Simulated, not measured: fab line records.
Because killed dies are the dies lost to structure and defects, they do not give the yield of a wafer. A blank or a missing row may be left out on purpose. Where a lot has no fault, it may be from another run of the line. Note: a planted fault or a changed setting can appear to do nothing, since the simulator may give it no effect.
fab line records | flow sky130
record: lots: 6 | wafers: 16 | last-day: 50
route steps=708 shown PASSIVATION@682 PAD_OPEN@694
lots that met no fault: taken from a fault-free run of the same line
start-h: the number of hours between the record's first day and the start of the first shown wafer of the lot | wait-h: hours elapsed since this lot's preceding step | " identical to the entry in the row above | L1.1+2: a row that stands for several wafers | - no value, or no start was given | * or withheld: withheld | < > ~ a bound
route shown NAME@n: a module of which the file shows steps, and the number in the route of the first | usual: mean/standard deviation of fault-free wafers | same: alike in all rows | chamber/n: place in a boat | sites: per-site readings | _std_site: their standard deviation | _edge_site: outer sites' mean less inner sites' | radius-mm: for every site, how far away it sits from the centre of the wafer | mask NAME#n: copy n | behind: the most recent tool/chamber to have shaped the wafer | hold: why the lot was held/for how many hours/how that ended | device: the n, p or np transistor that did not switch | end of line: the tests these same wafers got at the end of their route | a step with no rows: only its recipe | killed: not the wafer's yield, but the dies lost to structure and defects at the first sort | map: the dies of a wafer, with x for killed, . for not killed, _ for no die there
set.NAME: the setting the step ran with; set.NAME@STEP: the setting that earlier step ran with | model.NAME: the simulator's own value behind a step, which no gauge read
lots at some steps of the route; a table a step, a row a wafer
services: the hour from which a tool's chamber was out of use, counted from the record's first day as start-h (under 0 if before that day), plus the number of hours and why
== steps ==
step: SKY_PASSIVATION_THK_MEAS_01
recipe: reads: SiO2_of_PASSIVATION_CVD_00
usual: PASSIVATION_CVD_00_THK: 89.7/1.2
lot.wafer | tool          | chamber | start-h | wait-h | PASSIVATION_CVD_00_THK[nm]
L552.1    | film-metro-03 | -       | 1030.19 | -      | 89.8
L552.2    | "             | -       | "       | "      | 90.5
L552.3    | "             | -       | "       | "      | 89.9
L561.1    | film-metro-03 | -       | 1097.00 | -      | 87.5
L561.4    | "             | -       | "       | "      | 89.1
L561.6    | "             | -       | "       | "      | 90.2
L564.4    | film-metro-03 | -       | 1119.92 | -      | 89.8
L564.6    | "             | -       | "       | "      | 89.7
L565.4    | film-metro-03 | -       | 1129.07 | -      | 90.3
L565.5    | "             | -       | "       | "      | 91.0
L573.3    | film-metro-04 | -       | 1159.65 | -      | 88.0
L573.5    | "             | -       | "       | "      | 91.7
L573.6    | "             | -       | "       | "      | 89.4
L574.2    | film-metro-03 | -       | 1161.06 | -      | 89.5
L574.3    | "             | -       | "       | "      | 88.9
L574.6    | "             | -       | "       | "      | 90.7
step: SKY_PASSIVATION_CVD_02
recipe: material: Si3N4 | target-thk-nm: 540 | temp-c: 400 | time-s: withheld | rf-w: 450
usual: heater-power-w: 668/110
lot.wafer | tool     | chamber | start-h | wait-h | heater-power-w
L552.1    | pecvd-04 | 1       | 1030.25 | 0.1    | 574
L552.2    | "        | 0       | "       | "      | 683
L552.3    | "        | 2       | "       | "      | 578
L561.1    | pecvd-04 | 2       | 1097.06 | 0.1    | 532
L561.4    | "        | 2       | "       | "      | 542
L561.6    | "        | 0       | "       | "      | 738
L564.4    | pecvd-01 | 2       | 1120.06 | 0.1    | 723
L564.6    | "        | 0       | "       | "      | 859
L565.4    | pecvd-04 | 2       | 1129.22 | 0.1    | 651
L565.5    | "        | 0       | "       | "      | 700
L573.3    | pecvd-04 | 2       | 1159.69 | 0.0    | 594
L573.5    | "        | 0       | "       | "      | 657
L573.6    | "        | 2       | "       | "      | 606
L574.2    | pecvd-01 | 1       | 1161.11 | 0.0    | 642
L574.3    | "        | 0       | "       | "      | 868
L574.6    | "        | 0       | "       | "      | 903
step: SKY_PASSIVATION_THK_MEAS_03
recipe: reads: Si3N4_of_PASSIVATION_CVD_02
usual: PASSIVATION_CVD_02_THK: 542/6.8
lot.wafer | tool          | chamber | start-h | wait-h | PASSIVATION_CVD_02_THK[nm]
L552.1    | film-metro-02 | -       | 1030.48 | -      | 534
L552.2    | "             | -       | "       | "      | 530
L552.3    | "             | -       | "       | "      | 532
L561.1    | film-metro-02 | -       | 1097.28 | -      | 545
L561.4    | "             | -       | "       | "      | 546
L561.6    | "             | -       | "       | "      | 545
L564.4    | film-metro-04 | -       | 1120.21 | -      | 538
L564.6    | "             | -       | "       | "      | 553
L565.4    | film-metro-04 | -       | 1129.36 | -      | 557
L565.5    | "             | -       | "       | "      | 544
L573.3    | film-metro-04 | -       | 1159.93 | -      | 543
L573.5    | "             | -       | "       | "      | 545
L573.6    | "             | -       | "       | "      | 548
L574.2    | film-metro-02 | -       | 1161.35 | -      | 536
L574.3    | "             | -       | "       | "      | 537
L574.6    | "             | -       | "       | "      | 550
step: SKY_PASSIVATION_DEHYDRATE_04
recipe: temp-c: 200 | time-s: 60
step: SKY_PASSIVATION_HMDS_05
recipe: prime-time-s: 60 | prime-temp-c: 120
step: SKY_PASSIVATION_COAT_06
recipe: spin-rpm: 2000 | resist-thk-nm: 3000
step: SKY_PASSIVATION_SOFTBAKE_07
recipe: temp-c: 110 | time-s: withheld
step: SKY_PASSIVATION_EXPOSE_08
recipe: mask-id: NSM | target-cd-nm: 3000 | na: 0.57 | dose-mj: 260
step: SKY_PASSIVATION_PEB_09
recipe: temp-c: 115 | time-s: withheld
step: SKY_PASSIVATION_DEVELOP_10
recipe: develop-time-s: 60 | dev-temp-c: 23
step: SKY_PASSIVATION_ETCH_11
recipe: chemistry: CF4/O2 | target-depth-nm: 725 | stop-on: AlCu | source-w: 800 | bias-w: 150 | pressure-mtorr: 150 | cf4-flow-sccm: 80 | O2_flow_sccm: 10 | time-s: 161.1
usual: drypump-motor-current-A: 5.8/0.44 | oes-product-au: 0.979/0.0074 | throttle-valve-pct: 5.964/0.0087
lot.wafer | tool        | chamber | start-h | wait-h | drypump-motor-current-A | oes-product-au | rf-hours-counter-h | throttle-valve-pct
L552.1    | rie-diel-01 | 2       | 1052.36 | -      | 5.6                     | 0.977          | 18                 | 5.946
L552.2    | "           | 1       | "       | "      | 5.9                     | 0.982          | 3                  | 5.957
L552.3    | "           | 0       | "       | "      | 6.4                     | 0.973          | 25                 | 5.953
L561.1    | rie-diel-04 | 0       | 1116.61 | -      | 4.9                     | 0.979          | 17                 | 5.963
L561.4    | "           | 3       | "       | "      | 5.8                     | 0.980          | 10                 | 5.949
L561.6    | "           | 1       | "       | "      | 5.9                     | 0.974          | -                  | 5.968
L564.4    | rie-diel-03 | 2       | 1139.76 | -      | 5.5                     | 0.977          | 17                 | 5.950
L564.6    | "           | 1       | "       | "      | 6.3                     | 0.996          | -                  | 5.978
L565.4    | rie-diel-03 | 2       | 1147.81 | -      | 5.5                     | 1.004          | 17                 | 5.974
L565.5    | "           | 2       | "       | "      | 5.5                     | 0.981          | -                  | 5.981
L573.3    | rie-diel-03 | 1       | 1176.61 | -      | 6.4                     | 0.985          | 23                 | 5.965
L573.5    | "           | 2       | "       | "      | 5.5                     | 0.981          | -                  | 5.950
L573.6    | "           | 1       | "       | "      | 6.3                     | 0.984          | -                  | 5.970
L574.2    | rie-diel-03 | 1       | 1178.46 | -      | 6.4                     | 0.981          | 23                 | 5.951
L574.3    | "           | 3       | "       | "      | 5.5                     | 0.977          | 2                  | 5.967
L574.6    | "           | 1       | "       | "      | 6.3                     | 0.983          | -                  | 5.970
step: SKY_PASSIVATION_STRIP_12
recipe: chemistry: O2/N2 | power-w: 1400 | pressure-mtorr: 1500 | platen-temp-c: withheld | overash-fraction: 0.7 | o2-flow-sccm: 3000 | n2-flow-sccm: 300
usual: drypump-motor-current-A: 6.10/0.28 | oes-product-au: 0.660/0.0048 | strip-time-to-endpoint-s: 31.45/0.12
lot.wafer | tool            | chamber | start-h | wait-h | drypump-motor-current-A | oes-product-au | rf-hours-counter-h | strip-time-to-endpoint-s
L552.1    | plasma-asher-01 | 0       | 1052.47 | 0.1    | 5.82                    | 0.654          | 126                | 31.57
L552.2    | "               | 1       | "       | "      | 6.37                    | 0.665          | 126                | 31.61
L552.3    | "               | 1       | "       | "      | 6.35                    | 0.657          | -                  | 31.60
L561.1    | plasma-asher-03 | 0       | 1116.72 | 0.1    | 5.97                    | 0.663          | 69                 | 31.41
L561.4    | "               | 0       | "       | "      | 5.99                    | 0.663          | -                  | 31.32
L561.6    | "               | 0       | "       | "      | 5.97                    | 0.655          | -                  | 31.77
L564.4    | plasma-asher-02 | 0       | 1139.90 | 0.1    | 5.77                    | 0.660          | -                  | 31.47
L564.6    | "               | 1       | "       | "      | 6.52                    | 0.663          | -                  | 31.41
L565.4    | plasma-asher-02 | 1       | 1147.95 | 0.1    | 6.48                    | 0.663          | -                  | 31.38
L565.5    | "               | 0       | "       | "      | 5.74                    | 0.661          | -                  | 31.52
L573.3    | plasma-asher-03 | 0       | 1176.75 | 0.1    | 5.94                    | 0.668          | -                  | 31.44
L573.5    | "               | 0       | "       | "      | 5.98                    | 0.662          | -                  | 31.47
L573.6    | "               | 1       | "       | "      | 6.18                    | 0.662          | -                  | 31.36
L574.2    | plasma-asher-01 | 1       | 1178.57 | 0.1    | 6.35                    | 0.659          | 11                 | 31.43
L574.3    | "               | 1       | "       | "      | 6.35                    | 0.661          | -                  | 31.35
L574.6    | "               | 1       | "       | "      | 6.36                    | 0.654          | -                  | 31.37
step: SKY_PAD_OPEN_DEHYDRATE_00
recipe: temp-c: 200 | time-s: 60
usual: run-length-s: 89.03/0.12
lot.wafer | tool           | chamber | start-h | wait-h | run-length-s
L552.1    | litho-track-01 | 0       | 1062.14 | 9.6    | 89.19
L552.2    | "              | 0       | "       | "      | 89.07
L552.3    | "              | 0       | "       | "      | 88.95
L561.1    | litho-track-03 | 0       | 1125.70 | 8.9    | 88.95
L561.4    | "              | 0       | "       | "      | 88.88
L561.6    | "              | 0       | "       | "      | 88.87
L564.4    | litho-track-03 | 0       | 1148.02 | 8.1    | 99.62
L564.6    | "              | 0       | "       | "      | 99.65
L565.4    | litho-track-03 | 0       | 1156.67 | 8.7    | 99.25
L565.5    | "              | 0       | "       | "      | 89.08
L573.3    | litho-track-02 | 0       | 1183.96 | 7.2    | 88.98
L573.5    | "              | 0       | "       | "      | 89.06
L573.6    | "              | 0       | "       | "      | 88.94
L574.2    | litho-track-02 | 0       | 1185.54 | 6.9    | 89.35
L574.3    | "              | 0       | "       | "      | 89.03
L574.6    | "              | 0       | "       | "      | 89.01
step: SKY_PAD_OPEN_HMDS_01
recipe: prime-time-s: 60 | prime-temp-c: 120
step: SKY_PAD_OPEN_PROBE_99
usual: defect-limited-yield: 82.7/1.8 | killed_at_M0_to_M3: 44/6.8 | killed_at_M4_up: 3.2/1.7 | killed-at-contacts: 24/4.9 | killed-at-front-end: 14/4.1 | killed-at-other: 0.2/0.51 | killed-dies: 85/8.7 | killed-open: 46/6.8 | killed-short: 39/6.1 | sort_bin_3_pad_short: 0.9/0.43 | sort_bin_5_function: 10.1/1.4 | sort_bin_6_memory: 6.3/1.1 | sort-n-pass: 407/8.7 | sort-yield-pct: 82.7/1.8
same: gross-dies: 492 | killed-at-back-side: 0 | sort_bin_4_leakage[%]: 0 | sort_bin_8_speed[%]: 0
lot.wafer | tool      | chamber | start-h | wait-h | defect-limited-yield[%] | killed_at_M0_to_M3 | killed_at_M4_up | killed-at-contacts | killed-at-front-end | killed-at-other | killed-dies | killed-open | killed-short | sort_bin_3_pad_short[%] | sort_bin_5_function[%] | sort_bin_6_memory[%] | sort-n-pass | sort-yield-pct[%]
L552.1    | prober-01 | -       | 1076.27 | 0.1    | 81.3                    | 46                 | 1               | 30                 | 15                  | 0               | 92          | 47          | 45           | 1.0                     | 11.4                   | 6.3                  | 400         | 81.3
L552.2    | prober-01 | -       | 1076.32 | 0.1    | 85.2                    | 41                 | 4               | 19                 | 9                   | 0               | 73          | 40          | 33           | 1.2                     | 8.3                    | 5.3                  | 419         | 85.2
L552.3    | prober-01 | -       | 1076.37 | 0.2    | 83.9                    | 42                 | 4               | 22                 | 11                  | 0               | 79          | 44          | 35           | 1.6                     | 6.7                    | 7.7                  | 413         | 83.9
L561.1    | prober-02 | -       | 1137.71 | 0.1    | 83.7                    | 40                 | 0               | 25                 | 15                  | 0               | 80          | 41          | 39           | 1.0                     | 10.6                   | 4.7                  | 412         | 83.7
L561.4    | prober-02 | -       | 1137.86 | 0.2    | 83.1                    | 41                 | 3               | 24                 | 15                  | 0               | 83          | 38          | 45           | 1.0                     | 10.2                   | 5.7                  | 409         | 83.1
L561.6    | prober-02 | -       | 1137.96 | 0.2    | 81.5                    | 44                 | 5               | 24                 | 18                  | 0               | 91          | 44          | 47           | 0.8                     | 10.6                   | 7.1                  | 401         | 81.5
L564.4    | prober-01 | -       | 1160.30 | 0.2    | 84.1                    | 32                 | 3               | 26                 | 16                  | 1               | 78          | 41          | 37           | 0.8                     | 8.9                    | 6.1                  | 414         | 84.1
L564.6    | prober-01 | -       | 1160.40 | 0.2    | 85.4                    | 39                 | 4               | 21                 | 8                   | 0               | 72          | 36          | 36           | 1.6                     | 8.5                    | 4.5                  | 420         | 85.4
L573.3    | prober-02 | -       | 1194.28 | 0.2    | 83.1                    | 54                 | 3               | 13                 | 12                  | 1               | 83          | 44          | 39           | 0.4                     | 10.8                   | 5.7                  | 409         | 83.1
L573.5    | prober-02 | -       | 1194.38 | 0.2    | 82.1                    | 42                 | 1               | 32                 | 12                  | 1               | 88          | 46          | 42           | 0.6                     | 11.0                   | 6.3                  | 404         | 82.1
L573.6    | prober-02 | -       | 1194.43 | 0.2    | 83.1                    | 47                 | 4               | 20                 | 12                  | 0               | 83          | 44          | 39           | 2.0                     | 9.3                    | 5.5                  | 409         | 83.1
killed by level:class
L552.1 CONTACT:geometric-particle:open=14 CONTACT:geometric-particle:short=8 VIA2:geometric-particle:open=7 METAL1:geometric-particle:short=6 VIA1:geometric-particle:open=6 VIA3:geometric-particle:open=6 METAL2:geometric-particle:short=5 FIELD_ISO:geometric-particle:short=4
L552.2 VIA1:geometric-particle:open=10 CONTACT:geometric-particle:open=8 CONTACT:geometric-particle:short=7 METAL2:geometric-particle:short=6 FIELD_ISO:geometric-particle:open=5 VIA2:geometric-particle:open=5 METAL1:geometric-particle:short=4 VIA1:geometric-particle:short=4
L552.3 VIA1:geometric-particle:open=13 CONTACT:geometric-particle:open=8 LI_CONTACT:geometric-particle:open=6 METAL1:geometric-particle:short=6 CONTACT:geometric-particle:short=5 VIA2:geometric-particle:open=5 METAL2:geometric-particle:short=4 VIA3:geometric-particle:open=4
L561.1 LI_CONTACT:geometric-particle:open=11 VIA2:geometric-particle:open=9 FIELD_ISO:geometric-particle:short=6 CONTACT:geometric-particle:short=6 METAL1:geometric-particle:short=6 VIA1:geometric-particle:open=6 VIA3:geometric-particle:short=5 SPACER:geometric-particle:open=4
L561.4 VIA1:geometric-particle:open=7 CONTACT:geometric-particle:open=7 METAL2:geometric-particle:short=7 FIELD_ISO:geometric-particle:short=6 LI_CONTACT:geometric-particle:open=6 LOCAL_INTERCONNECT:geometric-particle:short=6 FIELD_ISO:geometric-particle:open=5 METAL3:geometric-particle:short=5
L561.6 VIA1:geometric-particle:open=13 CONTACT:geometric-particle:open=7 METAL1:geometric-particle:short=7 POLY_GATE:geometric-particle:open=5 LI_CONTACT:geometric-particle:open=5 METAL2:geometric-particle:short=5 METAL4:geometric-particle:short=5 LI_CONTACT:geometric-particle:short=4
L564.4 CONTACT:geometric-particle:open=13 LI_CONTACT:geometric-particle:open=8 VIA1:geometric-particle:open=7 METAL1:geometric-particle:short=7 POLY_GATE:geometric-particle:short=6 VIA3:geometric-particle:open=6 VIA1:geometric-particle:short=5 FIELD_ISO:geometric-particle:short=3
L564.6 CONTACT:geometric-particle:short=7 METAL2:geometric-particle:short=7 CONTACT:geometric-particle:open=6 VIA2:geometric-particle:open=6 VIA1:geometric-particle:open=5 LI_CONTACT:geometric-particle:open=4 VIA2:geometric-particle:short=4 VIA3:geometric-particle:open=4
L573.3 METAL2:geometric-particle:short=10 VIA1:geometric-particle:open=9 VIA3:geometric-particle:open=9 VIA2:geometric-particle:open=7 CONTACT:geometric-particle:open=6 CONTACT:geometric-particle:short=4 FIELD_ISO:geometric-particle:short=4 METAL1:geometric-particle:short=4
L573.5 LI_CONTACT:geometric-particle:open=11 VIA2:geometric-particle:open=9 CONTACT:geometric-particle:short=8 CONTACT:geometric-particle:open=7 VIA1:geometric-particle:open=7 METAL2:geometric-particle:short=6 VIA1:geometric-particle:short=6 FIELD_ISO:geometric-particle:open=5
L573.6 METAL2:geometric-particle:short=9 LI_CONTACT:geometric-particle:open=8 METAL1:geometric-particle:short=8 VIA1:geometric-particle:open=8 CONTACT:geometric-particle:open=7 VIA2:geometric-particle:open=7 FIELD_ISO:geometric-particle:open=5 POLY_GATE:geometric-particle:short=5
== services ==
tool            | chamber | start-h | hours | kind
pecvd-01        | 1       | 1021.87 | 6.0   | repair
pecvd-01        | 1       | 1027.91 | -     | clean
rie-diel-04     | 1       | 1037.12 | 3.1   | repair
rie-diel-03     | 2       | 1037.86 | 5.8   | repair
pecvd-04        | 1       | 1039.53 | 2.1   | scheduled-down
plasma-asher-03 | -       | 1039.53 | 4.2   | repair
rie-diel-04     | 2       | 1040.27 | 4.1   | repair
pecvd-01        | -       | 1043.31 | 3.4   | repair
plasma-asher-01 | -       | 1055.25 | 9.0   | pm
plasma-asher-01 | 0       | 1055.25 | 9.0   | vent-cycle
plasma-asher-01 | 1       | 1055.25 | 9.0   | vent-cycle
plasma-asher-01 | 0       | 1064.25 | -     | clean
plasma-asher-01 | 1       | 1064.25 | -     | clean
rie-diel-04     | 1       | 1093.35 | 5.1   | repair
rie-diel-01     | 0       | 1107.40 | 14.0  | repair
rie-diel-03     | 3       | 1115.86 | -     | clean
rie-diel-03     | 3       | 1115.86 | 15.7  | scheduled-down
rie-diel-03     | 3       | 1115.86 | 15.7  | vent-cycle
rie-diel-01     | -       | 1123.74 | 1.4   | repair
pecvd-01        | 2       | 1133.81 | 8.5   | repair
rie-diel-01     | 3       | 1138.53 | 9.6   | repair
plasma-asher-03 | -       | 1163.94 | 2.9   | repair
rie-diel-04     | -       | 1171.54 | 2.8   | pm
rie-diel-03     | -       | 1171.87 | 0.3   | repair
== key ==
first-sign: step: SKY_PAD_OPEN_DEHYDRATE_00 | reading: run-length-s | direction: up | sigmas: 89 | usual: * | struck: *
effect none on later readings
met-at SKY_PAD_OPEN_DEHYDRATE_00
struck-wafers L564.4,L564.6,L565.4
onset-between 1125.70 1148.02
fault: kind: process-parameter-drift | tool: litho-track-03 | chamber: - | onset-h: 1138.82 | steps: SKY_PAD_OPEN_DEHYDRATE_00 | channel: time-s | offset: * | shape: step | end-h: 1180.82 | scope: struck-wafers-only | acts-in: * | stated: *
